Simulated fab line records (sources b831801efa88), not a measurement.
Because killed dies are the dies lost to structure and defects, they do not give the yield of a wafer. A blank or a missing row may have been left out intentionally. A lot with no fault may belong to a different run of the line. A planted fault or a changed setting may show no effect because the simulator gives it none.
fab line records	flow sky130
[record] lots = 7	wafers = 21	lastDay = 50
route steps=708 shown POLY_GATE@222 PAD_OPEN@708
lots with no fault: from the same line, run without faults
startH: start of the lot's first displayed wafer, in hours after the record's first day	waitH: hours elapsed since this lot's preceding step	" the same as in the row above	L1.1+2: several wafers, shown together as one row	- no value present, or no start provided	* or withheld: withheld	< > ~ a bound
route shown NAME@n: a module of which the file shows steps, and the number in the route of the first	usual: average and standard deviation across the fault-free wafers	same: alike in all rows	chamber/n: place in a boat	sites: per-site readings	_std_site: how widely they spread, as a standard deviation	_edge_site: outer sites' mean less inner sites'	radiusMm: for every site, how far away it sits from the centre of the wafer	mask NAME#n: copy n	behind: tool/chamber where the wafer was last shaped	hold: the reason the lot was held/the length of the hold in hours/how it ended	device: names the non-switching transistor (n, p or np)	end of line: at the end of the route, the tests of the same wafers	where a step has no rows: the recipe by itself	killed: not the wafer's yield, but the dies lost to structure and defects at the first sort	map: per-die view of a wafer (x killed, . not killed, _ where there is no die)
set.NAME: the run value of the setting; set.NAME@STEP: its run value at that earlier step	model.NAME: the simulator's own value behind a step, which no gauge read
lots at selected steps of the route; one table per step, one row per wafer
services: the hour from which a tool's chamber was out of use, counted from the record's first day as startH (under 0 if before that day), plus the number of hours and why
[[steps]]
[step SKY_POLY_GATE_COAT_08]
[recipe] resist = KrF-thick	spinRpm = 3000	resistThkNm = 450
[step SKY_POLY_GATE_SOFTBAKE_09]
[recipe] tempC = 100	timeS = 90	resist = KrF-thick
[step SKY_POLY_GATE_EXPOSE_10]
[recipe] maskId = P1M	na = 0.68	sourceShape = conventional	sigmaOuter = 0.6	targetCdNm = 150	doseMj = 28.21
[step SKY_POLY_GATE_PEB_11]
[recipe] pebTempC = withheld	pebTimeS = withheld	resist = KrF-thick
[step SKY_POLY_GATE_DEVELOP_12]
[recipe] developTimeS = 60	resist = KrF-thick	devTempC = 21
[step SKY_POLY_GATE_CD_MEAS_13]
[recipe] targetCdNm = 150
[usual] cdNm = 150.2/1.4
lot.wafer	tool	chamber	startH	waitH	cdNm
L163.1	cdSem-01	-	401.21	-	154.9
L163.2	"	-	"	"	153.7
L163.3	"	-	"	"	153.2
L170.1	cdSem-01	-	468.12	-	151.4
L170.3	"	-	"	"	150.8
L170.5	"	-	"	"	150.7
L169.4	cdSem-01	-	470.12	-	149.2
L169.5	"	-	"	"	149.9
L169.6	"	-	"	"	150.0
L173.1	cdSem-02	-	491.66	-	149.1
L173.2	"	-	"	"	150.1
L173.5	"	-	"	"	148.8
L178.1	cdSem-02	-	534.21	-	149.3
L178.3	"	-	"	"	149.0
L178.4	"	-	"	"	148.5
L179.1	cdSem-01	-	545.31	-	151.4
L179.4	"	-	"	"	151.7
L179.6	"	-	"	"	151.2
L182.1	cdSem-02	-	563.76	-	151.2
L182.5	"	-	"	"	151.0
L182.6	"	-	"	"	151.4
[step SKY_POLY_GATE_OVL_MEAS_14]
[usual] POLY_GATE_OVL = 1/4.3
lot.wafer	tool	chamber	startH	waitH	POLY_GATE_OVL[nm]
L163.1	overlay-02	-	401.33	0.1	0
L163.2	"	-	"	"	-1
L163.3	"	-	"	"	3
L170.1	overlay-01	-	468.24	0.1	5
L170.3	"	-	"	"	1
L170.5	"	-	"	"	5
L169.4	overlay-01	-	470.20	0.1	0
L169.5	"	-	"	"	3
L169.6	"	-	"	"	3
L173.1	overlay-01	-	491.78	0.1	3
L173.2	"	-	"	"	-2
L173.5	"	-	"	"	-4
L178.1	overlay-01	-	534.33	0.1	-3
L178.3	"	-	"	"	1
L178.4	"	-	"	"	-1
L179.1	overlay-02	-	545.43	0.1	1
L179.4	"	-	"	"	-2
L179.6	"	-	"	"	-5
L182.1	overlay-01	-	563.88	0.1	-3
L182.5	"	-	"	"	-3
L182.6	"	-	"	"	-1
[step SKY_POLY_GATE_ETCH_15]
[recipe] chemistry = N2/H2	target = BARC	ionEnergyEv = 200	sourceW = 500	biasW = 100	pressureMtorr = 30	n2FlowSccm = 100	h2FlowSccm = 200	stopOn = SiO2	timeS = 118.5	targetDepthA = 1100
[usual] biasW = 100.0/0.31	drypumpMotorCurrentA = 5.8/0.37	h2FlowSccm = 200.0/0.6	oesProductAu = 0.716/0.0044	throttleValvePct = 13.212/0.0097
lot.wafer	tool	chamber	startH	waitH	biasW	drypumpMotorCurrentA	h2FlowSccm	oesProductAu	rfHoursCounterH	throttleValvePct
L163.1	rieDiel-04	3	401.36	0.0	99.6	5.1	199.7	0.714	4	13.215
L163.2	"	1	"	"	99.8	5.7	199.8	0.714	70	13.216
L163.3	"	0	"	"	100.0	6.1	200.8	0.711	7	13.225
L170.1	rieDiel-03	1	468.27	0.0	99.9	5.8	200.4	0.723	38	13.217
L170.3	"	0	"	"	99.5	5.8	199.9	0.716	1	13.209
L170.5	"	3	"	"	100.3	6.4	200.1	0.714	-	13.214
L169.4	rieDiel-04	2	470.21	0.0	100.4	5.6	200.3	0.708	4	13.201
L169.5	"	2	"	"	100.1	5.7	200.1	0.710	-	13.215
L169.6	"	3	"	"	99.9	5.1	200.3	0.716	-	13.216
L173.1	rieDiel-03	3	491.81	0.0	100.1	6.3	199.2	0.717	90	13.198
L173.2	"	2	"	"	99.7	6.4	199.9	0.717	3	13.219
L173.5	"	3	"	"	99.8	6.3	199.8	0.710	-	13.219
L178.1	rieDiel-02	2	534.36	0.0	100.1	6.2	199.4	0.720	10	13.204
L178.3	"	3	"	"	99.6	5.6	200.6	0.716	15	13.206
L178.4	"	3	"	"	100.0	5.7	200.9	0.712	-	13.211
L179.1	rieDiel-03	3	545.47	0.0	100.0	6.4	200.0	0.722	0	13.221
L179.4	"	2	"	"	100.3	6.4	200.0	0.725	4	13.210
L179.6	"	3	"	"	100.5	6.3	200.4	0.719	-	13.208
L182.1	rieDiel-04	0	563.91	0.0	100.1	6.1	200.1	0.714	10	13.214
L182.5	"	3	"	"	99.5	5.1	200.4	0.719	-	13.204
L182.6	"	2	"	"	100.4	5.7	201.0	0.715	-	13.210
[step SKY_POLY_GATE_ETCH_16]
[recipe] stopOn = poly-Si	chemistry = CH3F/O2	target = Si3N4	sourceW = 400	biasW = 80	pressureMtorr = 25	ch3fFlowSccm = 40	O2_flow_sccm = 30	timeS = 147.5	targetDepthA = 750
[usual] biasW = 80.03/0.22	ch3fFlowSccm = 39.97/0.1	drypumpMotorCurrentA = 5.8/0.37	oesProductAu = 0.641/0.0052	throttleValvePct = 10.535/0.0093
lot.wafer	tool	chamber	startH	waitH	biasW	ch3fFlowSccm	drypumpMotorCurrentA	oesProductAu	rfHoursCounterH	throttleValvePct
L163.1	rieDiel-04	3	401.45	0.0	79.84	40.01	5.1	0.646	4	10.533
L163.2	"	1	"	"	80.06	39.95	5.7	0.642	70	10.525
L163.3	"	0	"	"	80.02	40.07	6.0	0.641	7	10.538
L170.1	rieDiel-03	1	468.35	0.0	80.14	39.99	5.8	0.639	38	10.544
L170.3	"	0	"	"	80.07	40.04	5.8	0.645	1	10.534
L170.5	"	3	"	"	80.12	39.85	6.3	0.655	-	10.527
L169.4	rieDiel-04	2	470.30	0.0	80.14	39.89	5.7	0.642	5	10.539
L169.5	"	2	"	"	80.15	39.85	5.6	0.651	-	10.535
L169.6	"	3	"	"	80.48	40.09	5.1	0.637	-	10.537
L173.1	rieDiel-03	3	491.90	0.0	79.81	39.93	6.3	0.643	90	10.528
L173.2	"	2	"	"	80.10	39.89	6.4	0.640	3	10.537
L173.5	"	3	"	"	79.81	40.02	6.3	0.646	-	10.547
L178.1	rieDiel-02	2	534.45	0.0	80.14	40.09	6.2	0.634	10	10.529
L178.3	"	3	"	"	79.80	39.94	5.6	0.639	15	10.546
L178.4	"	3	"	"	79.46	40.01	5.6	0.637	-	10.533
L179.1	rieDiel-03	3	545.55	0.0	79.90	40.03	6.3	0.645	0	10.541
L179.4	"	2	"	"	80.25	39.91	6.3	0.647	4	10.534
L179.6	"	3	"	"	80.02	39.88	6.3	0.644	-	10.539
L182.1	rieDiel-04	0	564.00	0.0	79.95	40.06	6.1	0.648	10	10.544
L182.5	"	3	"	"	79.84	39.95	5.1	0.638	-	10.545
L182.6	"	2	"	"	79.95	39.96	5.7	0.646	-	10.532
[step SKY_POLY_GATE_ETCH_17]
[recipe] targetDepthNm = 180	stopOn = SiO2	overEtchFrac = 0.56667	chemistry = HBr/Cl2	target = poly-Si	icpW = 400	biasW = 100	pressureMtorr = 10	HBr_flow_sccm = 150	Cl2_flow_sccm = 50	timeS = 70.5
[usual] biasW = 100.0/0.3	drypumpMotorCurrentA = 5.8/0.48	oesProductAu = 0.984/0.0067	throttleValvePct = 33.685/0.0095
lot.wafer	tool	chamber	startH	waitH	biasW	drypumpMotorCurrentA	oesProductAu	rfHoursCounterH	throttleValvePct
L163.1	rieSi-01	1	401.55	0.0	100.0	5.8	0.972	19	33.696
L163.2	"	3	"	"	99.8	5.6	0.986	2	33.703
L163.3	"	2	"	"	100.6	6.0	0.987	69	33.697
L170.1	rieSi-02	0	468.45	0.0	100.3	5.7	0.990	4	33.704
L170.3	"	1	"	"	99.9	4.9	0.978	7	33.679
L170.5	"	0	"	"	100.2	5.7	0.982	-	33.689
L169.4	rieSi-01	0	470.39	0.0	99.7	6.7	0.998	23	33.694
L169.5	"	1	"	"	100.0	5.8	0.982	-	33.672
L169.6	"	2	"	"	99.5	5.9	0.976	-	33.686
L173.1	rieSi-02	0	491.99	0.0	100.9	5.7	0.986	4	33.715
L173.2	"	1	"	"	99.3	4.9	0.972	7	33.683
L173.5	"	0	"	"	100.2	5.7	0.983	-	33.690
L178.1	rieSi-01	3	534.54	0.0	99.5	5.6	0.989	2	33.664
L178.3	"	2	"	"	99.6	5.9	0.967	0	33.689
L178.4	"	1	"	"	99.9	5.8	0.974	20	33.691
L179.1	rieSi-02	0	545.65	0.0	99.6	5.6	0.991	5	33.675
L179.4	"	2	"	"	99.8	6.1	0.989	0	33.712
L179.6	"	1	"	"	100.2	4.9	0.984	-	33.691
L182.1	rieSi-01	3	564.09	0.0	99.9	5.6	0.985	3	33.685
L182.5	"	2	"	"	99.5	6.0	0.978	-	33.682
L182.6	"	1	"	"	100.0	5.8	0.975	-	33.682
[step SKY_POLY_GATE_STRIP_18]
[recipe] chemistry = O2/N2	powerW = 1400	pressureMtorr = 1500	platenTempC = withheld	o2FlowSccm = 3000	n2FlowSccm = 300	overashFraction = 0.5
[usual] drypumpMotorCurrentA = 5.6/0.33	oesProductAu = 0.361/0.0047	stripTimeToEndpointS = 3.19/0.036
lot.wafer	tool	chamber	startH	waitH	drypumpMotorCurrentA	oesProductAu	rfHoursCounterH	stripTimeToEndpointS
L163.1	plasmaAsher-01	0	401.60	0.0	5.7	0.363	26	3.16
L163.2	"	1	"	"	5.4	0.359	26	3.16
L163.3	"	1	"	"	5.4	0.360	-	3.18
L170.1	plasmaAsher-01	1	468.51	0.0	5.4	0.357	34	3.15
L170.3	"	1	"	"	5.4	0.361	-	3.20
L170.5	"	0	"	"	5.7	0.363	-	3.17
L169.4	plasmaAsher-03	0	470.48	0.1	6.0	0.358	-	3.26
L169.5	"	1	"	"	5.9	0.352	-	3.29
L169.6	"	0	"	"	6.0	0.365	-	3.23
L173.1	plasmaAsher-01	0	492.05	0.0	5.6	0.355	35	3.12
L173.2	"	1	"	"	5.4	0.354	35	3.16
L173.5	"	1	"	"	5.4	0.356	-	3.12
L178.1	plasmaAsher-03	1	534.60	0.0	5.9	0.363	69	3.19
L178.3	"	0	"	"	6.0	0.376	-	3.22
L178.4	"	1	"	"	5.9	0.356	-	3.22
L179.1	plasmaAsher-01	1	545.71	0.0	5.4	0.364	41	3.23
L179.4	"	1	"	"	5.4	0.364	-	3.18
L179.6	"	1	"	"	5.4	0.363	-	3.22
L182.1	plasmaAsher-01	0	564.15	0.0	5.7	0.365	42	3.18
L182.5	"	1	"	"	5.4	0.360	-	3.17
L182.6	"	0	"	"	5.7	0.363	-	3.23
[step SKY_POLY_GATE_CLEAN_19]
[recipe] chemistry = SC1/SC2	mix = 1:4:20	tempC = 70	timeS = 150	dry = n2Spin
[step SKY_POLY_GATE_OXIDATION_20]
[recipe] tempC = 850	ambient = O2	stabiliseS = 600	purgeS = 300	targetThkA = 40	oxTimeS = 899
[usual] spikeTcBottomC = 870.5/1.5	spikeTcCentreC = 850.6/1	spikeTcLowerC = 850.8/1	spikeTcTopC = 865.7/1.3	spikeTcUpperC = 849.9/0.99	tube_center_temp_C_max = 852.2/0.36	zonePowerLowerPct = 16.23/0.21	zonePowerTopPct = 27.0/0.49	zonePowerUpperPct = 15.89/0.16
lot.wafer	tool	chamber	startH	waitH	spikeTcBottomC	spikeTcCentreC	spikeTcLowerC	spikeTcTopC	spikeTcUpperC	tube_center_temp_C_max	zonePowerLowerPct	zonePowerTopPct	zonePowerUpperPct	model.SiO2_of_POLY_GATE_OXIDATION_20.thkNm
L163.1	furnace-01	0	401.75	0.0	873.5	850.0	851.3	864.9	850.8	852.2	16.36	27.5	16.04	4.046
L163.2	"	0	"	"	872.3	848.1	850.7	863.9	850.5	852.9	15.97	27.8	15.76	4.017
L163.3	"	0	"	"	871.3	849.6	849.5	865.4	849.2	852.0	16.30	27.5	15.90	3.975
L169.4	furnace-01	0	471.12	0.5	909.4	888.4	890.4	904.0	888.2	852.3	18.24	29.5	17.32	6.419
L169.5	"	0	"	"	910.4	888.6	889.1	901.5	887.3	852.1	17.88	29.6	17.23	6.392
L169.6	"	0	"	"	909.9	888.7	888.6	901.3	886.0	852.4	17.62	29.3	17.10	6.423
L170.1	furnace-01	0	471.12	2.5	910.8	889.4	886.8	901.9	886.4	852.4	18.12	29.5	17.29	6.355
L170.3	"	0	"	"	910.2	889.0	889.3	901.8	887.0	851.8	18.05	29.7	17.38	6.449
L170.5	"	0	"	"	909.4	888.9	888.3	903.5	888.8	852.1	17.92	29.0	17.36	6.35
L173.1	furnace-01	0	492.20	0.0	910.0	889.4	889.1	902.9	889.7	852.1	17.98	29.0	17.17	6.364
L173.2	"	0	"	"	910.7	888.4	887.6	901.6	887.0	851.5	17.73	29.4	17.05	6.342
L173.5	"	0	"	"	908.8	889.1	890.1	902.0	888.2	852.0	18.07	29.0	17.28	6.385
L178.1	furnace-02	0	534.75	0.0	869.8	852.3	851.7	865.9	849.5	852.9	16.30	26.2	15.79	4.004
L178.3	"	0	"	"	870.2	850.5	850.3	865.0	850.9	851.7	16.12	26.9	15.97	3.979
L178.4	"	0	"	"	868.6	851.4	851.2	867.5	850.2	852.0	16.15	27.1	15.83	4.021
L179.1	furnace-02	0	545.86	0.0	868.4	850.0	852.1	868.5	851.1	852.6	16.23	26.3	15.89	4.068
L179.4	"	0	"	"	869.7	850.9	851.4	867.7	850.1	852.3	16.01	26.4	15.88	4.011
L179.6	"	0	"	"	868.5	850.2	851.6	865.0	850.2	851.8	15.96	26.7	16.13	4.046
L182.1	furnace-01	0	564.30	0.0	872.0	850.7	851.8	865.4	849.9	852.0	16.35	27.5	15.65	4.002
L182.5	"	0	"	"	871.5	850.6	850.5	865.2	850.4	851.7	16.41	27.8	15.72	4.048
L182.6	"	0	"	"	870.1	848.7	849.8	863.6	849.4	852.7	16.47	27.1	15.87	3.974
[step SKY_POLY_GATE_THK_MEAS_21]
[recipe] reads = SiO2_of_POLY_GATE_OXIDATION_20
[usual] POLY_GATE_OXIDATION_THK = 4.00/0.08
lot.wafer	tool	chamber	startH	waitH	POLY_GATE_OXIDATION_THK[nm]
L163.1	filmMetro-02	-	403.00	0.0	4.03
L163.2	"	-	"	"	4.00
L163.3	"	-	"	"	3.97
L170.1	filmMetro-02	-	472.37	0.0	6.33
L170.3	"	-	"	"	6.47
L170.5	"	-	"	"	6.30
L169.4	filmMetro-01	-	472.40	0.0	6.40
L169.5	"	-	"	"	6.36
L169.6	"	-	"	"	6.38
L173.1	filmMetro-04	-	493.45	0.0	6.39
L173.2	"	-	"	"	6.36
L173.5	"	-	"	"	6.37
L178.1	filmMetro-04	-	536.00	0.0	4.00
L178.3	"	-	"	"	3.98
L178.4	"	-	"	"	4.00
L179.1	filmMetro-02	-	547.11	0.0	4.04
L179.4	"	-	"	"	4.04
L179.6	"	-	"	"	4.07
L182.1	filmMetro-01	-	565.55	0.0	3.94
L182.5	"	-	"	"	4.05
L182.6	"	-	"	"	4.03
[step SKY_POLY_GATE_CD_MEAS_22]
[usual] cdNm = 149.7/2.3
lot.wafer	tool	chamber	startH	waitH	cdNm
L163.1	cdSem-01	-	403.06	0.1	155.2
L163.2	"	-	"	"	155.8
L163.3	"	-	"	"	152.9
L170.1	cdSem-02	-	472.43	0.1	150.5
L170.3	"	-	"	"	147.8
L170.5	"	-	"	"	149.6
L169.4	cdSem-02	-	472.68	0.3	149.2
L169.5	"	-	"	"	148.8
L169.6	"	-	"	"	151.0
L173.1	cdSem-01	-	493.51	0.1	148.3
L173.2	"	-	"	"	149.3
L173.5	"	-	"	"	148.9
L178.1	cdSem-01	-	536.06	0.1	149.1
L178.3	"	-	"	"	145.6
L178.4	"	-	"	"	148.1
L179.1	cdSem-02	-	547.17	0.1	150.1
L179.4	"	-	"	"	151.7
L179.6	"	-	"	"	152.0
L182.1	cdSem-02	-	565.61	0.1	151.2
L182.5	"	-	"	"	151.1
L182.6	"	-	"	"	150.7
[step SKY_PAD_OPEN_PROBE_99]
[usual] killed_at_M0_to_M3 = 44/6.6	killed_at_M4_up = 3.0/2	killedAtContacts = 24/5.1	killedAtFrontEnd = 15/4.1	killedAtOther = 0.4/0.62	killedDies = 86/9.3	killedOpen = 46/6.8	killedShort = 40/5.8
[same] grossDies = 492	killedAtBackSide = 0
lot.wafer	tool	chamber	startH	waitH	killed_at_M0_to_M3	killed_at_M4_up	killedAtContacts	killedAtFrontEnd	killedAtOther	killedDies	killedOpen	killedShort	model.etest.tipSonos.rsOhmSq	model.etest.tipP.rsOhmSq	model.etest.pfet_01v8.rOnOhmUm	model.etest.resPdiff.lineOhmUm	model.etest.tipN.rsOhmSq	model.etest.nfet_01v8.rOnOhmUm	model.etest.resNdiff.lineOhmUm	model.etest.sonosUncharged.rOnOhmUm
L163.1	prober-02	-	1106.46	0.1	48	5	27	11	1	92	44	47	2702	7089	2945	1326	442.1	851.9	761.9	815.4
L163.2	prober-02	-	1106.51	0.1	46	1	25	19	2	93	46	47	2694	7078	3046	1338	442.3	850	767.9	819
L163.3	prober-02	-	1106.56	0.2	50	3	19	16	1	89	45	43	2655	6999	2913	1351	436.8	821.9	777.5	808.9
L170.1	prober-01	-	1140.07	0.1	49	6	26	22	1	104	53	51	3148	7278	3087	1462	494	894.1	795.3	845.4
L170.3	prober-01	-	1140.17	0.2	44	2	17	17	2	82	47	33	3136	7254	3043	1485	495.4	853.8	806.6	843.2
L170.5	prober-01	-	1140.27	0.2	53	4	26	14	0	97	49	48	3137	7290	3075	1455	494.8	885.3	798.2	842.4
L169.4	prober-02	-	1141.44	0.2	48	1	33	15	0	97	52	45	3062	7485	2943	1399	483.7	846.3	789.4	821.5
L169.5	prober-02	-	1141.49	0.2	42	5	25	21	0	93	44	47	3085	7406	2940	1429	481.9	817.4	790.5	811.8
L169.6	prober-02	-	1141.54	0.2	48	2	31	17	1	99	60	37	3079	7465	3021	1423	481.5	850.4	794.8	836.1
L173.1	prober-01	-	1150.50	0.1	41	1	20	17	0	79	42	37	3182	7382	3042	1429	490.3	865.5	782.8	809.6
L173.2	prober-01	-	1150.55	0.1	54	6	22	6	0	88	45	43	3205	7378	3057	1434	492.7	890.2	797	824.9
L173.5	prober-01	-	1150.70	0.2	45	2	24	14	0	85	42	43	3145	7360	3099	1440	488.9	879.3	781.3	802.9
L178.1	prober-02	-	1178.86	0.1	45	5	29	18	0	97	51	46	2698	6834	2813	1380	439.1	817.8	766.1	804.3
L178.3	prober-02	-	1178.96	0.2	53	0	19	10	0	82	47	35	2716	6808	2770	1366	440.2	828.5	746.4	786.8
L178.4	prober-02	-	1179.01	0.2	39	6	22	12	0	79	47	32	2699	6859	2788	1368	444.1	830.5	762.3	792.7
L179.1	prober-01	-	1180.93	0.1	38	2	18	23	1	82	47	35	2609	7022	2963	1398	446.8	869.4	768.8	814.7
L179.4	prober-01	-	1181.08	0.2	45	1	22	20	1	89	48	41	2642	7038	2930	1361	443.4	872.3	755.2	810.6
L179.6	prober-01	-	1181.18	0.2	55	6	23	13	1	98	48	49	2635	7011	2998	1369	450.7	905.2	760.9	812.4
L182.1	prober-01	-	1191.75	0.1	47	2	29	14	1	93	52	41	2581	6802	2942	1384	447	834.1	740.8	815.8
L182.5	prober-01	-	1191.95	0.2	48	0	28	9	0	85	47	38	2582	6768	2907	1382	449.3	819.6	747.4	798.5
L182.6	prober-01	-	1192.00	0.2	48	7	25	20	0	100	63	36	2598	6834	2928	1353	449.2	829.1	729.4	802.7
// killed by level:class
L163.1 CONTACT:geometricParticle:open=12 VIA1:geometricParticle:open=10 LOCAL_INTERCONNECT:geometricParticle:short=7 METAL1:geometricParticle:short=7 VIA2:geometricParticle:open=7 VIA1:geometricParticle:short=6 VIA3:geometricParticle:short=4 METAL2:geometricParticle:short=4
L163.2 LI_CONTACT:geometricParticle:open=8 VIA1:geometricParticle:open=8 METAL2:geometricParticle:short=6 FIELD_ISO:geometricParticle:open=5 POLY_GATE:geometricParticle:short=5 POLY_GATE:geometricParticle:open=5 LOCAL_INTERCONNECT:geometricParticle:short=5 METAL1:geometricParticle:short=5
L163.3 VIA1:geometricParticle:open=13 CONTACT:geometricParticle:open=9 VIA1:geometricParticle:short=8 VIA2:geometricParticle:open=8 POLY_GATE:geometricParticle:open=5 METAL1:geometricParticle:short=5 FIELD_ISO:geometricParticle:open=4 METAL3:geometricParticle:short=4
L170.1 VIA1:geometricParticle:open=14 POLY_GATE:geometricParticle:short=9 CONTACT:geometricParticle:open=8 LI_CONTACT:geometricParticle:open=8 VIA1:geometricParticle:short=7 METAL1:geometricParticle:short=6 VIA2:geometricParticle:open=6 LI_CONTACT:geometricParticle:short=5
L170.3 VIA1:geometricParticle:open=15 VIA3:geometricParticle:open=7 POLY_GATE:geometricParticle:short=6 CONTACT:geometricParticle:short=6 VIA1:geometricParticle:short=6 POLY_GATE:geometricParticle:open=5 LI_CONTACT:geometricParticle:open=5 VIA2:geometricParticle:open=5
L170.5 VIA1:geometricParticle:open=14 LI_CONTACT:geometricParticle:open=11 METAL1:geometricParticle:short=8 METAL2:geometricParticle:short=7 POLY_GATE:geometricParticle:short=6 VIA2:geometricParticle:open=5 CONTACT:geometricParticle:open=5 VIA1:geometricParticle:short=5
L169.4 LI_CONTACT:geometricParticle:open=11 VIA1:geometricParticle:open=11 CONTACT:geometricParticle:open=9 VIA1:geometricParticle:short=8 POLY_GATE:geometricParticle:short=5 CONTACT:geometricParticle:short=5 VIA2:geometricParticle:open=5 VIA3:geometricParticle:short=5
L169.5 VIA1:geometricParticle:open=11 CONTACT:geometricParticle:open=10 METAL1:geometricParticle:short=8 CONTACT:geometricParticle:short=7 METAL4:geometricParticle:short=5 FIELD_ISO:geometricParticle:open=4 POLY_GATE:geometricParticle:short=4 LOCAL_INTERCONNECT:geometricParticle:short=4
L169.6 CONTACT:geometricParticle:open=15 VIA1:geometricParticle:open=11 VIA3:geometricParticle:open=10 POLY_GATE:geometricParticle:short=6 METAL1:geometricParticle:short=6 LI_CONTACT:geometricParticle:open=5 METAL2:geometricParticle:short=5 VIA2:geometricParticle:open=5
L173.1 VIA3:geometricParticle:open=9 VIA1:geometricParticle:short=8 LI_CONTACT:geometricParticle:open=7 FIELD_ISO:geometricParticle:open=6 VIA2:geometricParticle:open=6 CONTACT:geometricParticle:short=6 POLY_GATE:geometricParticle:short=4 CONTACT:geometricParticle:open=4
L173.2 VIA2:geometricParticle:open=11 METAL1:geometricParticle:short=10 VIA1:geometricParticle:open=8 CONTACT:geometricParticle:open=8 LI_CONTACT:geometricParticle:open=7 VIA3:geometricParticle:open=6 METAL4:geometricParticle:short=5 VIA3:geometricParticle:short=5
L173.5 VIA1:geometricParticle:open=9 CONTACT:geometricParticle:open=8 VIA1:geometricParticle:short=7 LI_CONTACT:geometricParticle:open=6 METAL2:geometricParticle:short=6 VIA3:geometricParticle:open=6 FIELD_ISO:geometricParticle:short=4 LI_CONTACT:geometricParticle:short=4
L178.1 CONTACT:geometricParticle:open=9 METAL2:geometricParticle:short=9 FIELD_ISO:geometricParticle:open=8 LI_CONTACT:geometricParticle:open=8 VIA2:geometricParticle:open=5 METAL1:geometricParticle:short=5 VIA1:geometricParticle:short=5 VIA3:geometricParticle:short=5
L178.3 METAL1:geometricParticle:short=11 VIA1:geometricParticle:open=9 CONTACT:geometricParticle:open=9 VIA2:geometricParticle:open=8 VIA1:geometricParticle:short=7 VIA3:geometricParticle:open=7 FIELD_ISO:geometricParticle:open=5 LOCAL_INTERCONNECT:geometricParticle:short=4
L178.4 CONTACT:geometricParticle:open=12 VIA1:geometricParticle:open=10 VIA2:geometricParticle:open=6 LOCAL_INTERCONNECT:geometricParticle:short=4 METAL1:geometricParticle:short=4 METAL2:geometricParticle:short=4 METAL4:geometricParticle:short=4 FIELD_ISO:geometricParticle:short=3
L179.1 VIA1:geometricParticle:open=13 CONTACT:geometricParticle:open=8 VIA3:geometricParticle:open=8 POLY_GATE:geometricParticle:short=7 FIELD_ISO:geometricParticle:open=5 FIELD_ISO:geometricParticle:short=4 METAL2:geometricParticle:short=4 VIA2:geometricParticle:short=4
L179.4 VIA2:geometricParticle:open=10 CONTACT:geometricParticle:open=9 FIELD_ISO:geometricParticle:open=6 VIA1:geometricParticle:open=6 METAL1:geometricParticle:short=5 LI_CONTACT:geometricParticle:open=5 VIA3:geometricParticle:open=5 POLY_GATE:geometricParticle:short=4
L179.6 VIA2:geometricParticle:open=12 VIA1:geometricParticle:open=10 CONTACT:geometricParticle:open=8 POLY_GATE:geometricParticle:short=7 METAL1:geometricParticle:short=7 LI_CONTACT:geometricParticle:open=6 METAL2:geometricParticle:short=6 VIA3:geometricParticle:short=5
L182.1 CONTACT:geometricParticle:open=13 VIA1:geometricParticle:open=9 VIA2:geometricParticle:open=9 CONTACT:geometricParticle:short=6 VIA3:geometricParticle:short=6 LI_CONTACT:geometricParticle:open=5 METAL1:geometricParticle:short=5 METAL2:geometricParticle:short=5
L182.5 VIA3:geometricParticle:open=11 LI_CONTACT:geometricParticle:short=7 VIA1:geometricParticle:open=7 VIA1:geometricParticle:short=6 LI_CONTACT:geometricParticle:open=6 CONTACT:geometricParticle:open=6 VIA2:geometricParticle:open=6 POLY_GATE:geometricParticle:open=4
L182.6 VIA1:geometricParticle:open=15 CONTACT:geometricParticle:open=10 VIA2:geometricParticle:open=9 VIA3:geometricParticle:open=8 POLY_GATE:geometricParticle:open=7 LI_CONTACT:geometricParticle:open=6 CONTACT:geometricParticle:short=6 POLY_GATE:geometricParticle:short=4
[[services]]
tool	chamber	startH	hours	kind
furnace-02	-	383.24	3.4	pm
rieDiel-03	0	389.01	-	clean
rieDiel-03	0	389.01	22.5	scheduledDown
rieDiel-03	0	389.01	22.5	ventCycle
rieDiel-04	0	409.70	4.4	repair
plasmaAsher-03	-	436.00	11.1	pm
rieSi-01	2	439.19	-	clean
rieSi-01	2	439.19	15.5	scheduledDown
rieSi-01	2	439.19	15.5	ventCycle
furnace-02	-	456.01	3.3	pm
plasmaAsher-01	-	469.66	15.6	pm
furnace-01	-	475.17	3.8	pm
furnace-02	-	491.76	13.9	repair
rieDiel-02	1	502.66	117.8	repair
rieSi-02	2	509.12	-	clean
rieSi-02	2	509.12	20.2	scheduledDown
rieSi-02	2	509.12	20.2	ventCycle
rieDiel-03	3	516.55	-	clean
rieDiel-03	3	516.55	22.0	scheduledDown
rieDiel-03	3	516.55	22.0	ventCycle
rieSi-01	3	518.78	5.7	repair
plasmaAsher-03	-	534.75	1.3	repair
[[key]]
[firstSign] step = SKY_POLY_GATE_OXIDATION_20	reading = spikeTcCentreC	direction = up	sigmas = 38	usual = 850.6	struck = 888.9
[effect] step = SKY_POLY_GATE_OXIDATION_20	reading = spikeTcUpperC	direction = up	sigmas = 38	usual = 849.9	struck = 887.6
[effect] step = SKY_POLY_GATE_THK_MEAS_21	reading = POLY_GATE_OXIDATION_THK	direction = up	sigmas = 30	usual = 4.00	struck = 6.37
[modelEffect] step = SKY_POLY_GATE_OXIDATION_20	value = SiO2_of_POLY_GATE_OXIDATION_20.thkNm	without = 4.039	struck = 6.387
[modelEffect] step = SKY_PAD_OPEN_PROBE_99	value = etest.tipSonos.rsOhmSq	without = 2676	struck = 3131
metAt SKY_POLY_GATE_OXIDATION_20
struckWafers L169.4,L169.5,L169.6,L170.1,L170.3,L170.5,L173.1,L173.2,L173.5
testerLeftOut L169,L170,L173
onsetBetween 401.75 471.12
[fault] kind = processParameterDrift	tool = furnace-01	chamber = -	onsetH = 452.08	steps = SKY_POLY_GATE_OXIDATION_20	channel = tempC	offset = *	shape = step	endH = 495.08	actsIn = *	stated = *
// testerLeftOut: of these lots the tester's yield and bins aren't shown, on N5 and GAA mostly nor the transistor test; their killed dies are dies lost to structure and defects alone, not to doping, threshold or leakage, so they don't give the yield
